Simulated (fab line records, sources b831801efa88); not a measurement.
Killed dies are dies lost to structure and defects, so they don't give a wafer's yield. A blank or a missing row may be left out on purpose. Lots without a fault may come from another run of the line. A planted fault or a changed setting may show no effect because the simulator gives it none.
Chamber matching | flow sky130 | SKY_METAL3_ETCH_17 on rie_diel-01: 4 sister chambers
The step etches SiO2 in C4F8/O2/Ar, stops on TiN, time 3.9 s, target depth 15 nm. 8 wafers are shown with their chamber, then 12 later ones without.

WAFERS WITH THEIR CHAMBER
wafer  | chamber | oes_product_au (a.u.)
L084.3 | 3       | 0.760
L089.5 | 0       | 0.760
L090.1 | 2       | 0.747
L090.2 | 3       | 0.760
L090.3 | 1       | 0.752
L090.4 | 0       | 0.761
L090.5 | 1       | 0.757
L090.6 | 2       | 0.755

WAFERS WITHOUT THEIR CHAMBER
wafer  | oes_product_au (a.u.)
L091.2 | 0.741
L091.3 | 0.765
L091.6 | 0.759
L094.1 | 0.741
L094.4 | 0.765
L094.6 | 0.761
L095.2 | 0.746
L095.3 | 0.742
L095.6 | 0.763
L096.1 | 0.750
L096.2 | 0.770
L096.3 | 0.752

WHICH CHAMBER EACH WENT THROUGH
wafer  | from the rows above          | in truth
L091.2 | can't be placed: 2 or 1      | 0
L091.3 | can't be placed: 0 or 3 or 1 | 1
L091.6 | can't be placed: 3 or 0 or 1 | 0
L094.1 | can't be placed: 2 or 1      | 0
L094.4 | can't be placed: 0 or 3 or 1 | 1
L094.6 | can't be placed: 0 or 3 or 1 | 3
L095.2 | can't be placed: 2 or 1      | 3
L095.3 | can't be placed: 2 or 1      | 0
L095.6 | can't be placed: 0 or 3 or 1 | 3
L096.1 | can't be placed: 2 or 1      | 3
L096.2 | can't be placed: 0 or 3 or 1 | 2
L096.3 | can't be placed: 2 or 1      | 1
Placed correctly: 0 of 12. Can't be placed from these rows: 12 (the true chamber is among the candidates in 6). Placed wrongly: 0.
How it was worked out, from the rows above alone: a wafer's distance from a chamber is the root of the sum, over the readings, of the square of ((its reading less the chamber's mean) divided by the reading's scatter). The wafer belongs to the nearest chamber; if the next one is less than 2 further off, it can't be placed. A chamber's mean is the mean of its shown wafers. The scatter: the root of (the sum of the squares of (reading less its chamber's mean) over the shown wafers, divided by (wafers less chambers)).
